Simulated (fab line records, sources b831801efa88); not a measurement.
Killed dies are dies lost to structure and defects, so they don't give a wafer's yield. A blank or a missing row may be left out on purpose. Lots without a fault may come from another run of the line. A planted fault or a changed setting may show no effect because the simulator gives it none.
Problem report in the 8D (eight disciplines) form, filled by code | flow sky130 | the parts of the form that need people (team, actions taken, sign-off) are left out

1. THE PROBLEM
METAL2_ALCU_RS at SKY_METAL2_RS_MEAS_05 reads a mean of 0.1093 ohm/sq on 4 wafers of 2 lots; wafers without a fault read 0.1268 ohm/sq with a standard deviation of 0.0017. That is -10 standard deviations from the usual mean.
The step: measures by four-point-probe.
First seen on wafer L581.1, day 39 06:35, on film_metro-02. The record holds 30 wafers of 10 lots with a number at this step. Rule for "out", or "out of limits": more than 4 standard deviations from the usual mean. The other wafers with a number count as sound.

2. WHAT IT IS AND WHAT IT IS NOT
question                    | is                             | is not
which readings at this step | METAL2_ALCU_RS                 | -
which lots                  | L581, L582                     | L568, L572, L574, L575, L576, L583, L587, L588
which wafers of those lots  | L581.1, L581.5, L582.2, L582.5 | L581.2, L582.1
read on which gauges        | film_metro-02, film_metro-04   | film_metro-01
when                        | from day 39 06:35              | up to then (16 sound wafers); but 10 sound wafers of L582, L583, L587, L588 came after

3. SUSPECTS, AND WHAT RULES EACH OUT
Counting: a tool at a process step up to the reading stays a suspect if it ran every lot that is out. Sound lots after the first of them don't rule it out here, since some wafers of a struck lot are sound.
- the gauge at SKY_METAL2_RS_MEAS_05: ruled out. The wafers that are out were read on 2 gauges (film_metro-02, film_metro-04).
- pvd_sputter-03 at SKY_VIA1_SPUTTER_20 (material TiN, target thk 20 nm, time 80 s): kept. It ran every lot that is out, first L581 (day 39 05:49); its last sound lot up to then is L575 (day 37 07:10).
- pvd_sputter-04 at SKY_METAL2_SPUTTER_02 (material AlCu, target thk 250 nm, time 13.3 s): kept. It ran every lot that is out, first L581 (day 39 06:29); its last sound lot up to then is L576 (day 38 05:39).
- pvd_sputter-04 at SKY_METAL2_SPUTTER_03 (material Ti, target thk 5 nm, time 3.3 s): kept. It ran every lot that is out, first L581 (day 39 06:31); its last sound lot up to then is L576 (day 38 05:40).
Left after counting: pvd_sputter-03 at SKY_VIA1_SPUTTER_20, pvd_sputter-04 at SKY_METAL2_SPUTTER_02, pvd_sputter-04 at SKY_METAL2_SPUTTER_03.

4. THE CAUSE (what the simulator had put in)
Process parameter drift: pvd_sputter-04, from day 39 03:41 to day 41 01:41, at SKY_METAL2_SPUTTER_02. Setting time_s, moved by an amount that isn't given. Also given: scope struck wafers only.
Counting left 3 suspects, and this tool is among them.

5. THE CHAIN OF EFFECTS, in route order
Each row: a reading whose mean over the struck wafers that have a number lies more than 3 standard deviations from the usual. Only readings for which the record gives a usual standard deviation are gone through. hours: the time from each lot's start at the first step in this table that gives one to its start at this step, as a median over the lots. sigmas: the change in usual standard deviations.
hours | step                   | reading         | usual         | on struck wafers | change  | sigmas
0     | SKY_METAL2_RS_MEAS_05  | METAL2_ALCU_RS  | 0.1268 ohm/sq | 0.1093           | -0.0175 | -10
6     | SKY_METAL2_THK_MEAS_06 | METAL2_ALCU_THK | 253 nm        | 293              | +40     | +12

6. WHAT WOULD HAVE CAUGHT IT SOONER
In this record the first reading out of limits at a measuring or inspecting step was taken at day 39 06:35, 3 hours after the fault began at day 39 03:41.
Of the tool readings at SKY_METAL2_SPUTTER_02 for which the record gives a usual standard deviation, none was out on any struck wafer, so an alarm limit of 4 standard deviations on them would not have fired.
Of the lots that are out (2), L582 began SKY_METAL2_SPUTTER_02 on pvd_sputter-04 after day 39 06:35. A hold on the tool at that time would have spared it.
